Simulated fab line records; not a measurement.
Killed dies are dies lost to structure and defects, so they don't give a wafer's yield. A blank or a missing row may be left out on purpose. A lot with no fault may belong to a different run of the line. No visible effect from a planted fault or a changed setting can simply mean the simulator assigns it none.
fab line records	flow sky130
[record] lots = 6	wafers = 18	last_day = 50
route steps=708 shown CONTACT@426 METAL1@434 PAD_OPEN@708
lots with no fault: from the same line, run without faults
start_h: hours from the record's opening day to when the first of the lot's shown wafers began	wait_h: hours since the lot's step before	" as in the row above	L1.1+2: several wafers, shown together as one row	- no value, or no start given	* or withheld: withheld	< > ~ a bound
route shown NAME@n: a module of which the file shows steps, and the number in the route of the first	usual: mean and standard deviation over wafers with no fault	same: alike in all rows	chamber/n: place in a boat	sites: each site's reading	_std_site: their standard deviation	_edge_site: mean of outer sites minus mean of inner sites	radius_mm: for every site, how far away it sits from the centre of the wafer	mask NAME#n: copy n	behind: the most recent tool/chamber to have shaped the wafer	hold: reason for holding the lot/hours on hold/outcome of the hold	device: transistor that didn't switch, given as n, p or np	end of line: tests run on the same wafers once the route is complete	where a step has no rows: the recipe by itself	killed: not the wafer's yield, but the dies lost to structure and defects at the first sort	map: per-die view of a wafer (x killed, . not killed, _ where there is no die)
set.NAME: the run value of the setting; set.NAME@STEP: its run value at that earlier step	model.NAME: the simulator's own value behind a step, which no gauge read
lots seen at some steps along the route; tables by step, rows by wafer
services: when a tool's chamber went out of use (start_h, in hours from the record's first day, below 0 if earlier), for how many hours, and the reason
[[steps]]
[step SKY_CONTACT_STRIP_20]
[recipe] chemistry = post_etch_residue_remover	time_s = 1200	temp_c = 72.5
[step SKY_CONTACT_CLEAN_21]
[recipe] chemistry = IPA	time_s = 180	temp_c = 25
[step SKY_CONTACT_CLEAN_22]
[recipe] chemistry = O3/DIW	dry = n2_spin
[step SKY_CONTACT_SPUTTER_23]
[recipe] material = TiN	target_thk_nm = 20	chamber_pressure_pa = 5	power_w = 4000	time_s = 80
[usual] throttle_valve_pct = 29.7/0.81
[same] time_s = 80
lot.wafer	tool	chamber	start_h	wait_h	throttle_valve_pct
L877.1	pvd_sputter-04	-	731.70	0.0	29.1
L877.2	"	-	"	"	30.5
L877.3	"	-	"	"	28.5
L882.1	pvd_sputter-01	-	783.79	0.0	31.1
L882.3	"	-	"	"	29.9
L882.6	"	-	"	"	29.5
L885.1	pvd_sputter-04	-	804.25	0.0	28.7
L885.2	"	-	"	"	29.4
L885.5	"	-	"	"	29.4
L893.3	pvd_sputter-04	-	861.87	0.0	29.6
L893.4	"	-	"	"	30.2
L893.6	"	-	"	"	29.4
L894.2	pvd_sputter-04	-	868.74	0.0	29.5
L894.3	"	-	"	"	28.4
L894.5	"	-	"	"	29.3
L899.2	pvd_sputter-03	-	905.28	0.0	30.4
L899.3	"	-	"	"	31.2
L899.5	"	-	"	"	30.1
[step SKY_CONTACT_CVD_24]
[recipe] material = W	target_thk_nm = 340	time_s = 102.12	temp_c = 400	pressure_torr = 40
[usual] heater_power_w = 894/86
[same] time_s = 102.12
lot.wafer	tool	chamber	start_h	wait_h	heater_power_w
L877.1	cvd_w-01	0	731.76	0.0	904
L877.2	"	1	"	"	1025
L877.3	"	0	"	"	897
L882.1	cvd_w-01	1	783.85	0.0	960
L882.3	"	1	"	"	1022
L882.6	"	1	"	"	1002
L885.1	cvd_w-02	0	804.31	0.0	858
L885.2	"	1	"	"	744
L885.5	"	1	"	"	755
L893.3	cvd_w-02	0	861.97	0.1	840
L893.4	"	1	"	"	749
L893.6	"	0	"	"	831
L894.2	cvd_w-02	0	868.80	0.0	869
L894.3	"	1	"	"	754
L894.5	"	1	"	"	786
L899.2	cvd_w-01	0	905.34	0.0	923
L899.3	"	1	"	"	1002
L899.5	"	0	"	"	921
[step SKY_CONTACT_RS_MEAS_25]
[recipe] thk_meas_gauge = four-point-probe	reads = W_of_CONTACT_CVD_24+TiN_of_CONTACT_SPUTTER_23
[usual] CONTACT_W_RS = 0.340/0.0032
lot.wafer	tool	chamber	start_h	wait_h	CONTACT_W_RS[ohm/sq]
L877.1	film_metro-02	-	731.87	0.1	0.338
L877.2	"	-	"	"	0.340
L877.3	"	-	"	"	0.337
L882.1	film_metro-02	-	783.96	0.1	0.337
L882.3	"	-	"	"	0.342
L882.6	"	-	"	"	0.338
L885.1	film_metro-02	-	804.42	0.1	0.333
L885.2	"	-	"	"	0.337
L885.5	"	-	"	"	0.339
L893.3	film_metro-04	-	862.08	0.1	0.337
L893.4	"	-	"	"	0.338
L893.6	"	-	"	"	0.338
L894.2	film_metro-02	-	868.93	0.1	0.337
L894.3	"	-	"	"	0.337
L894.5	"	-	"	"	0.340
L899.2	film_metro-01	-	905.47	0.1	0.339
L899.3	"	-	"	"	0.347
L899.5	"	-	"	"	0.339
[step SKY_CONTACT_THK_MEAS_26]
[recipe] thk_meas_gauge = xrf	reads = W_of_CONTACT_CVD_24
[usual] CONTACT_W_THK = 336/5.2
lot.wafer	tool	chamber	start_h	wait_h	CONTACT_W_THK[nm]
L877.1	film_metro-02	-	731.99	0.1	342
L877.2	"	-	"	"	342
L877.3	"	-	"	"	343
L882.1	film_metro-02	-	784.08	0.1	334
L882.3	"	-	"	"	331
L882.6	"	-	"	"	336
L885.1	film_metro-02	-	804.54	0.1	346
L885.2	"	-	"	"	344
L885.5	"	-	"	"	342
L893.3	film_metro-04	-	862.18	0.1	343
L893.4	"	-	"	"	341
L893.6	"	-	"	"	339
L894.2	film_metro-02	-	869.04	0.1	342
L894.3	"	-	"	"	342
L894.5	"	-	"	"	340
L899.2	film_metro-01	-	905.58	0.1	332
L899.3	"	-	"	"	327
L899.5	"	-	"	"	333
[step SKY_CONTACT_CMP_27]
[recipe] stop_on = SiO2	t_overpolish_s = 15	down_force_psi = 3.5	platen_rpm = 60	target_thk_nm = 0	pad_velocity_m_s = 0.94248
[step SKY_METAL1_SPUTTER_00]
[recipe] material = Ti	target_thk_nm = 15	power_w = 3000	time_s = 10	chamber_pressure_pa = 0.4
[usual] throttle_valve_pct = 30.1/0.9
[same] time_s = 10
lot.wafer	tool	chamber	start_h	wait_h	throttle_valve_pct
L877.1	pvd_sputter-03	-	732.35	0.1	31.4
L877.2	"	-	"	"	30.2
L877.3	"	-	"	"	30.2
L882.1	pvd_sputter-03	-	784.44	0.2	28.7
L882.3	"	-	"	"	30.1
L882.6	"	-	"	"	31.2
L885.1	pvd_sputter-03	-	804.90	0.2	28.9
L885.2	"	-	"	"	31.0
L885.5	"	-	"	"	28.8
L893.3	pvd_sputter-02	-	862.52	0.1	29.1
L893.4	"	-	"	"	30.3
L893.6	"	-	"	"	30.9
L894.2	pvd_sputter-04	-	869.39	0.2	29.7
L894.3	"	-	"	"	30.3
L894.5	"	-	"	"	30.4
L899.2	pvd_sputter-02	-	905.93	0.2	31.4
L899.3	"	-	"	"	30.7
L899.5	"	-	"	"	30.3
[step SKY_METAL1_SPUTTER_01]
[recipe] material = TiN	target_thk_nm = 20	power_w = 6500	time_s = 16.7	chamber_pressure_pa = 0.4
[step SKY_METAL1_SPUTTER_02]
[recipe] material = AlCu	target_thk_nm = 250	power_w = 10600	time_s = 13.3	chamber_pressure_pa = 0.4
[step SKY_METAL1_SPUTTER_03]
[recipe] material = Ti	target_thk_nm = 5	power_w = 3000	time_s = 3.3	chamber_pressure_pa = 0.4
[step SKY_METAL1_SPUTTER_04]
[recipe] material = TiN	target_thk_nm = 70	power_w = 6500	time_s = 58.3	chamber_pressure_pa = 0.4
[usual] throttle_valve_pct = 30.1/0.94
lot.wafer	tool	chamber	start_h	wait_h	throttle_valve_pct	model.TiN_of_METAL1_SPUTTER_04.thk_nm
L877.1	pvd_sputter-03	-	732.44	0.0	31.5	69.48
L877.2	"	-	"	"	30.1	69.97
L877.3	"	-	"	"	30.2	70.11
L882.1	pvd_sputter-03	-	784.53	0.0	28.6	38.69
L882.3	"	-	"	"	30.4	69.29
L882.6	"	-	"	"	31.5	69.13
L885.1	pvd_sputter-03	-	804.99	0.0	28.7	39.27
L885.2	"	-	"	"	31.3	69.85
L885.5	"	-	"	"	29.1	39.3
L893.3	pvd_sputter-02	-	862.61	0.0	29.1	69.69
L893.4	"	-	"	"	30.3	69.06
L893.6	"	-	"	"	30.8	70.38
L894.2	pvd_sputter-04	-	869.48	0.0	29.5	70.89
L894.3	"	-	"	"	30.4	70.73
L894.5	"	-	"	"	30.3	70.83
L899.2	pvd_sputter-02	-	906.02	0.0	31.7	70.08
L899.3	"	-	"	"	30.8	70.16
L899.5	"	-	"	"	30.2	69.82
[step SKY_METAL1_RS_MEAS_05]
[recipe] thk_meas_gauge = four-point-probe	reads = TiN_of_METAL1_SPUTTER_04+Ti_of_METAL1_SPUTTER_03+AlCu_of_METAL1_SPUTTER_02+TiN_of_METAL1_SPUTTER_01+Ti_of_METAL1_SPUTTER_00
[usual] METAL1_ALCU_RS = 0.1271/0.0014
lot.wafer	tool	chamber	start_h	wait_h	hold	METAL1_ALCU_RS[ohm/sq]
L877.1	film_metro-03	-	732.49	0.0	-	0.1275
L877.2	"	-	"	"	-	0.1269
L877.3	"	-	"	"	-	0.1265
L882.1	film_metro-03	-	784.58	0.0	await_dispo/0.2h/release	0.1258
L882.3	"	-	"	"	await_dispo/0.2h/release	0.1263
L882.6	"	-	"	"	await_dispo/0.2h/release	0.1258
L882.1	film_metro-03	-	785.02	0.4	-	0.1259
L882.3	"	-	"	"	-	0.1262
L882.6	"	-	"	"	-	0.1256
L885.1	film_metro-03	-	805.04	0.0	await_dispo/0.2h/release	0.1249
L885.2	"	-	"	"	await_dispo/0.2h/release	0.1262
L885.5	"	-	"	"	await_dispo/0.2h/release	0.1252
L885.1	film_metro-03	-	805.33	0.3	-	0.1249
L885.2	"	-	"	"	-	0.1259
L885.5	"	-	"	"	-	0.1252
L893.3	film_metro-02	-	862.70	0.1	-	0.1269
L893.4	"	-	"	"	-	0.1266
L893.6	"	-	"	"	-	0.1256
L894.2	film_metro-01	-	869.55	0.0	-	0.1265
L894.3	"	-	"	"	-	0.1265
L894.5	"	-	"	"	-	0.1268
L899.2	film_metro-03	-	906.09	0.0	-	0.1288
L899.3	"	-	"	"	-	0.1283
L899.5	"	-	"	"	-	0.1284
[step SKY_METAL1_THK_MEAS_06]
[recipe] thk_meas_gauge = xrf	reads = AlCu_of_METAL1_SPUTTER_02
[usual] METAL1_ALCU_THK = 249/3.2
lot.wafer	tool	chamber	start_h	wait_h	hold	METAL1_ALCU_THK[nm]
L877.1	film_metro-03	-	732.61	0.1	-	248
L877.2	"	-	"	"	-	248
L877.3	"	-	"	"	-	246
L882.1	film_metro-03	-	789.61	4.6	await_dispo/0.2h/release	269
L882.3	"	-	"	"	await_dispo/0.2h/release	250
L882.6	"	-	"	"	await_dispo/0.2h/release	250
L882.1	film_metro-03	-	789.87	0.3	-	268
L882.3	"	-	"	"	-	249
L882.6	"	-	"	"	-	251
L885.1	film_metro-03	-	806.90	1.6	await_dispo/0.2h/release	274
L885.2	"	-	"	"	await_dispo/0.2h/release	251
L885.5	"	-	"	"	await_dispo/0.2h/release	270
L885.1	film_metro-03	-	807.13	0.2	-	271
L885.2	"	-	"	"	-	251
L885.5	"	-	"	"	-	268
L893.3	film_metro-02	-	862.80	0.1	-	252
L893.4	"	-	"	"	-	250
L893.6	"	-	"	"	-	252
L894.2	film_metro-01	-	869.66	0.1	-	248
L894.3	"	-	"	"	-	249
L894.5	"	-	"	"	-	247
L899.2	film_metro-03	-	906.20	0.1	-	241
L899.3	"	-	"	"	-	240
L899.5	"	-	"	"	-	244
[step SKY_METAL1_HMDS_08]
[recipe] prime_time_s = 60	prime_temp_c = 120
[step SKY_METAL1_COAT_09]
[recipe] resist = BARC	temp_c = withheld	time_s = withheld	spin_rpm = 3000	resist_thk_nm = 60
[step SKY_METAL1_COAT_10]
[recipe] resist = KrF-thick	spin_rpm = 3000	resist_thk_nm = 450
[step SKY_METAL1_SOFTBAKE_11]
[recipe] temp_c = 100	time_s = 90	resist = KrF-thick
[step SKY_METAL1_EXPOSE_12]
[recipe] mask_id = MM1	na = 0.8	source_shape = annular	sigma_inner = 0.55	sigma_outer = 0.85	target_cd_nm = 140	dose_mj = 28
[step SKY_METAL1_PEB_13]
[recipe] peb_temp_c = withheld	peb_time_s = withheld	resist = KrF-thick
[step SKY_METAL1_DEVELOP_14]
[recipe] develop_time_s = 60	resist = KrF-thick	dev_temp_c = 21
[step SKY_METAL1_CD_MEAS_15]
[recipe] target_cd_nm = 140
[usual] cd_nm = 140.4/1.5
lot.wafer	tool	chamber	start_h	wait_h	cd_nm
L877.1	cd_sem-02	-	760.17	-	141.2
L877.2	"	-	"	"	142.0
L877.3	"	-	"	"	141.8
L882.1	cd_sem-01	-	810.57	-	139.7
L882.3	"	-	"	"	140.0
L882.6	"	-	"	"	139.0
L885.1	cd_sem-02	-	831.82	-	138.8
L885.2	"	-	"	"	138.0
L885.5	"	-	"	"	138.3
L893.3	cd_sem-01	-	888.41	-	143.1
L893.4	"	-	"	"	142.0
L893.6	"	-	"	"	143.5
L894.2	cd_sem-01	-	894.94	-	141.2
L894.3	"	-	"	"	141.6
L894.5	"	-	"	"	140.0
L899.2	cd_sem-02	-	930.94	-	139.6
L899.3	"	-	"	"	137.2
L899.5	"	-	"	"	137.8
[step SKY_METAL1_OVL_MEAS_16]
[usual] METAL1_OVL = 1/5.9
lot.wafer	tool	chamber	start_h	wait_h	METAL1_OVL[nm]
L877.1	overlay-01	-	760.29	0.1	4
L877.2	"	-	"	"	2
L877.3	"	-	"	"	10
L882.1	overlay-02	-	810.69	0.1	2
L882.3	"	-	"	"	0
L882.6	"	-	"	"	1
L885.1	overlay-02	-	831.94	0.1	20
L885.2	"	-	"	"	15
L885.5	"	-	"	"	9
L893.3	overlay-02	-	888.50	0.1	-4
L893.4	"	-	"	"	-3
L893.6	"	-	"	"	-9
L894.2	overlay-02	-	895.05	0.1	-10
L894.3	"	-	"	"	-6
L894.5	"	-	"	"	-11
L899.2	overlay-01	-	931.05	0.1	3
L899.3	"	-	"	"	4
L899.5	"	-	"	"	6
[step SKY_METAL1_DESCUM_17]
[recipe] chemistry = O2	source_power_w = 150	bias_power_w = 0	pressure_mtorr = 10	temp_c = 40	time_s = 8
[usual] drypump_motor_current_A = 5.6/0.38	oes_product_au = 0.998/0.0076	temp_c = 39.99/0.11
[same] time_s = 8
lot.wafer	tool	chamber	start_h	wait_h	drypump_motor_current_A	oes_product_au	rf_hours_counter_h	temp_c
L877.1	rie_metal-02	1	760.33	0.0	5.4	0.995	13	39.82
L877.2	"	0	"	"	5.0	0.998	0	40.06
L877.3	"	1	"	"	5.4	1.001	-	40.06
L882.1	rie_metal-04	0	810.73	0.0	6.2	0.993	6	40.03
L882.3	"	1	"	"	5.3	0.995	-	40.00
L882.6	"	1	"	"	5.3	1.004	-	39.89
L885.1	rie_metal-03	0	831.97	0.0	5.6	0.990	3	40.00
L885.2	"	0	"	"	5.6	0.990	-	40.03
L885.5	"	0	"	"	5.6	0.993	-	39.79
L893.3	rie_metal-04	0	888.53	0.0	6.1	0.988	-	40.05
L893.4	"	1	"	"	5.3	0.997	-	40.06
L893.6	"	0	"	"	6.1	0.986	-	40.08
L894.2	rie_metal-04	1	895.08	0.0	5.3	1.007	14	40.22
L894.3	"	1	"	"	5.3	1.002	-	40.10
L894.5	"	1	"	"	5.3	0.997	-	40.24
L899.2	rie_metal-04	0	931.08	0.0	6.2	1.005	11	39.99
L899.3	"	0	"	"	6.1	0.991	-	40.04
L899.5	"	1	"	"	5.3	1.012	-	40.02
[step SKY_METAL1_ETCH_18]
[recipe] chemistry = N2/H2	target = BARC	ion_energy_ev = 200	bias_w = 100	pressure_mtorr = 30	n2_flow_sccm = 100	h2_flow_sccm = 200	icp_w = 500	stop_on = SiO2	time_s = 45.9	target_depth_a = 600
[step SKY_METAL1_METAL_ETCH_19]
[recipe] target_depth_a = 3600	stop_on = SiO2	over_etch_frac = 0.3	time_s = 78	chemistry = Cl2/BCl3	resist_sidewall_deg = 88	pressure_mtorr = 10	icp_w = 900	bias_w = 48.5	Cl2_flow_sccm = 60	bcl3_flow_sccm = 30
[usual] bias_w = 48.52/0.13	drypump_motor_current_A = 5.6/0.37	oes_product_au = 0.854/0.0054	throttle_valve_pct = 22.264/0.0082
[same] time_s = 78
lot.wafer	tool	chamber	start_h	wait_h	bias_w	drypump_motor_current_A	oes_product_au	rf_hours_counter_h	throttle_valve_pct
L877.1	rie_metal-02	1	760.45	0.1	48.30	5.4	0.854	13	22.273
L877.2	"	0	"	"	48.25	5.0	0.852	0	22.264
L877.3	"	1	"	"	48.65	5.4	0.849	-	22.259
L882.1	rie_metal-04	0	810.82	0.0	48.49	6.1	0.846	6	22.260
L882.3	"	1	"	"	48.67	5.3	0.860	-	22.262
L882.6	"	1	"	"	48.42	5.3	0.855	-	22.256
L885.1	rie_metal-03	0	832.16	0.1	48.68	5.7	0.848	3	22.268
L885.2	"	0	"	"	48.49	5.7	0.859	-	22.262
L885.5	"	0	"	"	48.55	5.7	0.846	-	22.267
L893.3	rie_metal-04	0	888.65	0.1	48.66	6.2	0.848	-	22.271
L893.4	"	1	"	"	48.47	5.3	0.855	-	22.264
L893.6	"	0	"	"	48.79	6.2	0.848	-	22.259
L894.2	rie_metal-04	1	895.17	0.0	48.44	5.3	0.856	14	22.263
L894.3	"	1	"	"	48.71	5.3	0.857	-	22.261
L894.5	"	1	"	"	48.64	5.3	0.852	-	22.274
L899.2	rie_metal-04	0	931.17	0.0	48.46	6.2	0.853	12	22.263
L899.3	"	0	"	"	48.41	6.1	0.850	-	22.269
L899.5	"	1	"	"	48.56	5.3	0.854	-	22.249
[step SKY_METAL1_STRIP_20]
[recipe] chemistry = O2/N2	power_w = 1400	pressure_mtorr = 1500	platen_temp_c = withheld	o2_flow_sccm = 3000	n2_flow_sccm = 300	overash_fraction = 0.5
[step SKY_METAL1_STRIP_21]
[recipe] chemistry = post_etch_residue_remover	time_s = 1200	temp_c = 72.5
[usual] temp_c = 72.52/0.13
[same] time_s = 1200
lot.wafer	tool	chamber	start_h	wait_h	temp_c	model.TiN_of_METAL1_SPUTTER_04.thk_nm
L877.1	wet_bench-03	2	760.68	0.1	72.47	69.06
L877.2	"	2	"	"	72.51	69.56
L877.3	"	2	"	"	72.59	69.7
L882.1	wet_bench-04	2	811.01	0.1	72.43	38.27
L882.3	"	2	"	"	72.57	68.87
L882.6	"	2	"	"	72.45	68.71
L885.1	wet_bench-02	3	832.44	0.1	72.49	38.85
L885.2	"	3	"	"	72.54	69.43
L885.5	"	3	"	"	72.37	38.88
L893.3	wet_bench-04	0	888.81	0.0	72.52	69.27
L893.4	"	0	"	"	72.27	68.64
L893.6	"	0	"	"	72.34	69.96
L894.2	wet_bench-04	3	895.36	0.1	72.37	70.48
L894.3	"	3	"	"	72.30	70.32
L894.5	"	3	"	"	72.31	70.42
L899.2	wet_bench-04	0	931.36	0.1	72.47	69.66
L899.3	"	0	"	"	72.55	69.73
L899.5	"	0	"	"	72.43	69.4
[step SKY_METAL1_CLEAN_22]
[recipe] chemistry = IPA	time_s = 180	temp_c = 25
[step SKY_PAD_OPEN_PROBE_99]
[usual] defect_limited_yield = 82.8/2	killed_at_M0_to_M3 = 42/7.3	killed_at_M4_up = 3.2/1.8	killed_at_contacts = 25/5.2	killed_at_front_end = 15/4.6	killed_at_other = 0.3/0.62	killed_dies = 85/9.9	killed_on_rim = 17/3.9	killed_open = 46/7.1	killed_short = 38/5.7	sort_bin_3_pad_short = 0.9/0.42	sort_bin_5_function = 10.0/1.5	sort_bin_6_memory = 6.3/1.2	sort_n_pass = 407/9.9	sort_yield_pct = 82.8/2
[same] gross_dies = 492	killed_at_back_side = 0	sort_bin_4_leakage[%] = 0	sort_bin_8_speed[%] = 0
lot.wafer	tool	chamber	start_h	wait_h	defect_limited_yield[%]	killed_at_M0_to_M3	killed_at_M4_up	killed_at_contacts	killed_at_front_end	killed_at_other	killed_dies	killed_on_rim	killed_open	killed_short	sort_bin_3_pad_short[%]	sort_bin_5_function[%]	sort_bin_6_memory[%]	sort_n_pass	sort_yield_pct[%]	model.etest.via1_chain.rc_ohm
L877.1	prober-01	-	1073.72	0.1	81.5	44	4	24	18	1	91	19	56	35	1.0	10.8	6.7	401	81.5	14.88
L877.2	prober-01	-	1073.77	0.1	84.1	39	2	21	15	1	78	14	45	33	0.6	9.1	6.1	414	84.1	16.19
L877.3	prober-01	-	1073.82	0.2	83.5	41	1	22	17	0	81	12	41	40	0.8	10.4	5.3	411	83.5	15.58
L882.1	prober-01	-	1110.79	0.1	80.5	58	1	25	11	1	96	17	55	41	1.4	11.0	7.1	396	80.5	14.5
L882.3	prober-01	-	1110.89	0.2	81.3	43	8	30	11	0	92	17	55	35	0.6	10.4	7.7	400	81.3	16.2
L882.6	prober-01	-	1111.04	0.2	82.3	43	3	30	10	1	87	18	41	45	1.0	11.4	5.3	405	82.3	16.36
L885.1	prober-02	-	1129.08	0.1	84.8	28	1	21	24	1	75	12	38	37	1.2	9.1	4.9	417	84.8	15.12
L885.2	prober-02	-	1129.13	0.1	83.9	38	2	20	19	0	79	21	40	39	0.6	9.6	5.9	413	83.9	15.79
L885.5	prober-02	-	1129.28	0.2	85.6	43	3	14	11	0	71	13	41	30	1.8	8.1	4.5	421	85.6	14.82
L893.3	prober-02	-	1168.82	0.2	82.5	39	4	28	15	0	86	19	52	34	0	10.8	6.7	406	82.5	16.55
L893.4	prober-02	-	1168.87	0.2	85.2	29	5	32	7	0	73	13	38	35	1.0	8.3	5.5	419	85.2	15.67
L893.6	prober-02	-	1168.97	0.2	83.7	47	7	18	8	0	80	21	46	34	1.0	10.0	5.3	412	83.7	15.43
L894.2	prober-01	-	1173.83	0.1	83.9	43	7	19	10	0	79	15	42	37	1.0	7.9	7.1	413	83.9	16.67
L894.3	prober-01	-	1173.88	0.2	84.8	34	5	23	13	0	75	13	40	35	0.6	8.7	5.9	417	84.8	15.97
L894.5	prober-01	-	1173.98	0.2	84.6	34	1	25	16	0	76	18	43	33	0.8	11.0	3.7	416	84.6	16.38
L899.2	prober-02	-	1195.69	0.1	81.5	52	5	28	6	0	91	15	48	43	1.8	10.0	6.7	401	81.5	16.22
L899.3	prober-02	-	1195.74	0.2	83.9	39	3	24	13	0	79	11	47	32	0.6	9.3	6.1	413	83.9	16.46
L899.5	prober-02	-	1195.84	0.2	83.3	33	3	26	19	1	82	16	42	38	0.6	10.4	5.7	410	83.3	16.45
// killed by level:class
L877.1 VIA2:geometric_particle:open=10 VIA1:geometric_particle:open=9 LI_CONTACT:geometric_particle:open=8 CONTACT:geometric_particle:open=8 CONTACT:geometric_particle:short=6 FIELD_ISO:geometric_particle:open=5 METAL1:geometric_particle:short=5 POLY_GATE:geometric_particle:open=4
L877.2 VIA1:geometric_particle:open=11 LI_CONTACT:geometric_particle:open=10 POLY_GATE:geometric_particle:open=6 VIA3:geometric_particle:open=6 METAL1:geometric_particle:short=6 LOCAL_INTERCONNECT:geometric_particle:short=5 FIELD_ISO:geometric_particle:short=4 VIA3:geometric_particle:short=4
L877.3 VIA1:geometric_particle:open=10 CONTACT:geometric_particle:open=9 METAL1:geometric_particle:short=7 VIA3:geometric_particle:open=6 LI_CONTACT:geometric_particle:open=5 METAL2:geometric_particle:short=5 FIELD_ISO:geometric_particle:short=4 LOCAL_INTERCONNECT:geometric_particle:short=4
L882.1 VIA1:geometric_particle:open=14 CONTACT:geometric_particle:open=13 VIA3:geometric_particle:open=11 METAL1:geometric_particle:short=7 VIA2:geometric_particle:open=7 METAL2:geometric_particle:short=6 VIA1:geometric_particle:short=5 SPACER:geometric_particle:short=4
L882.3 VIA1:geometric_particle:open=13 LI_CONTACT:geometric_particle:open=11 VIA2:geometric_particle:open=8 FIELD_ISO:geometric_particle:open=5 CONTACT:geometric_particle:short=5 METAL2:geometric_particle:short=5 METAL4:geometric_particle:short=5 LOCAL_INTERCONNECT:geometric_particle:short=4
L882.6 VIA1:geometric_particle:open=11 CONTACT:geometric_particle:open=8 LI_CONTACT:geometric_particle:open=7 LI_CONTACT:geometric_particle:short=6 METAL1:geometric_particle:short=6 VIA1:geometric_particle:short=6 CONTACT:geometric_particle:short=5 VIA2:geometric_particle:open=5
L885.1 FIELD_ISO:geometric_particle:open=7 CONTACT:geometric_particle:open=6 VIA1:geometric_particle:open=6 FIELD_ISO:geometric_particle:short=4 POLY_GATE:geometric_particle:short=4 METAL1:geometric_particle:open=4 LI_CONTACT:geometric_particle:open=4 METAL1:geometric_particle:short=4
L885.2 FIELD_ISO:geometric_particle:open=9 CONTACT:geometric_particle:open=7 METAL1:geometric_particle:short=7 VIA3:geometric_particle:open=6 LI_CONTACT:geometric_particle:open=5 FIELD_ISO:geometric_particle:short=5 CONTACT:geometric_particle:short=5 VIA1:geometric_particle:open=5
L885.5 VIA1:geometric_particle:open=10 VIA3:geometric_particle:open=7 CONTACT:geometric_particle:open=6 METAL1:geometric_particle:short=6 VIA1:geometric_particle:short=6 VIA2:geometric_particle:open=6 POLY_GATE:geometric_particle:open=4 VIA3:geometric_particle:short=3
L893.3 CONTACT:geometric_particle:open=13 FIELD_ISO:geometric_particle:open=8 VIA3:geometric_particle:open=8 VIA1:geometric_particle:open=8 LI_CONTACT:geometric_particle:open=6 METAL1:geometric_particle:short=4 VIA1:geometric_particle:short=4 METAL2:geometric_particle:short=4
L893.4 CONTACT:geometric_particle:open=11 LI_CONTACT:geometric_particle:open=8 VIA3:geometric_particle:open=7 LOCAL_INTERCONNECT:geometric_particle:short=6 CONTACT:geometric_particle:short=6 VIA2:geometric_particle:open=6 METAL4:geometric_particle:short=4 FIELD_ISO:geometric_particle:short=3
L893.6 VIA1:geometric_particle:open=14 CONTACT:geometric_particle:open=9 VIA3:geometric_particle:open=8 VIA2:geometric_particle:open=6 METAL1:geometric_particle:short=5 METAL4:geometric_particle:short=4 CONTACT:geometric_particle:short=4 VIA1:geometric_particle:short=4
L894.2 VIA1:geometric_particle:open=11 CONTACT:geometric_particle:open=8 VIA3:geometric_particle:open=6 METAL4:geometric_particle:short=6 LI_CONTACT:geometric_particle:open=5 METAL1:geometric_particle:short=5 METAL2:geometric_particle:short=5 VIA1:geometric_particle:short=4
L894.3 CONTACT:geometric_particle:open=11 METAL1:geometric_particle:short=6 VIA1:geometric_particle:open=6 LI_CONTACT:geometric_particle:open=5 VIA1:geometric_particle:short=5 VIA3:geometric_particle:open=5 FIELD_ISO:geometric_particle:short=4 METAL4:geometric_particle:short=4
L894.5 CONTACT:geometric_particle:open=11 VIA1:geometric_particle:open=10 CONTACT:geometric_particle:short=6 VIA3:geometric_particle:open=5 VIA3:geometric_particle:short=5 FIELD_ISO:geometric_particle:short=4 POLY_GATE:geometric_particle:open=4 LI_CONTACT:geometric_particle:open=4
L899.2 VIA1:geometric_particle:open=15 CONTACT:geometric_particle:open=10 LOCAL_INTERCONNECT:geometric_particle:short=8 VIA1:geometric_particle:short=7 VIA2:geometric_particle:open=7 METAL2:geometric_particle:short=5 LI_CONTACT:geometric_particle:open=4 VIA3:geometric_particle:short=4
L899.3 CONTACT:geometric_particle:open=10 LI_CONTACT:geometric_particle:open=8 VIA1:geometric_particle:short=7 VIA1:geometric_particle:open=6 VIA3:geometric_particle:open=5 VIA2:geometric_particle:open=5 FIELD_ISO:geometric_particle:open=4 METAL2:geometric_particle:short=4
L899.5 LI_CONTACT:geometric_particle:open=8 CONTACT:geometric_particle:open=6 VIA1:geometric_particle:open=6 VIA2:geometric_particle:open=6 FIELD_ISO:geometric_particle:short=5 CONTACT:geometric_particle:short=5 FIELD_ISO:geometric_particle:open=4 METAL3:geometric_particle:short=4
[[services]]
tool	chamber	start_h	hours	kind
cvd_w-01	-	708.46	1.1	repair
pvd_sputter-01	-	713.10	1.4	repair
rie_metal-04	0	721.42	1.3	repair
pvd_sputter-02	-	724.68	2.8	repair
cvd_w-02	-	763.19	2.1	repair
cvd_w-01	-	784.96	0.7	repair
rie_metal-02	-	786.34	2.5	repair
rie_metal-02	-	791.23	1.2	repair
cvd_w-01	-	801.45	3.0	repair
pvd_sputter-02	-	809.17	0.7	repair
rie_metal-03	-	844.20	1.1	repair
wet_bench-04	-	864.46	2.7	repair
cvd_w-02	1	878.18	4.8	repair
pvd_sputter-02	-	880.44	0.7	repair
rie_metal-03	-	882.90	0.2	repair
cvd_w-02	-	904.12	14.0	pm
cvd_w-02	0	904.12	14.0	vent_cycle
cvd_w-02	1	904.12	14.0	vent_cycle
cvd_w-01	-	905.72	0.9	repair
cvd_w-01	0	908.10	5.6	repair
pvd_sputter-01	-	910.63	2.9	repair
pvd_sputter-01	-	912.49	22.8	repair
cvd_w-02	0	918.12	-	clean
rie_metal-03	1	924.88	6.6	repair
[[key]]
[first_sign] step = SKY_METAL1_RS_MEAS_05	reading = visit	direction = added
[effect] step = SKY_METAL1_THK_MEAS_06	reading = visit	direction = added
[effect] step = SKY_METAL1_THK_MEAS_06	reading = METAL1_ALCU_THK	direction = up	sigmas = 6.9	usual = 249	struck = 271
[model_effect] step = SKY_METAL1_SPUTTER_04	value = TiN_of_METAL1_SPUTTER_04.thk_nm	without = 69.72	struck = 39.09
[model_effect] step = SKY_METAL1_STRIP_21	value = TiN_of_METAL1_SPUTTER_04.thk_nm	without = 69.3	struck = 38.67
[model_effect] step = SKY_PAD_OPEN_PROBE_99	value = etest.via1_chain.rc_ohm	without = 16.35	struck = 14.81
met_at SKY_METAL1_SPUTTER_04
struck_wafers L882.1,L885.1,L885.5
[fault] kind = process_parameter_drift	tool = pvd_sputter-03	chamber = -	onset_h = 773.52	steps = SKY_METAL1_SPUTTER_04	channel = target_thk_nm	offset = -30.635	shape = step	end_h = 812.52	acts_in = these_recipes_only	stated = 70	scope = struck_wafers_only
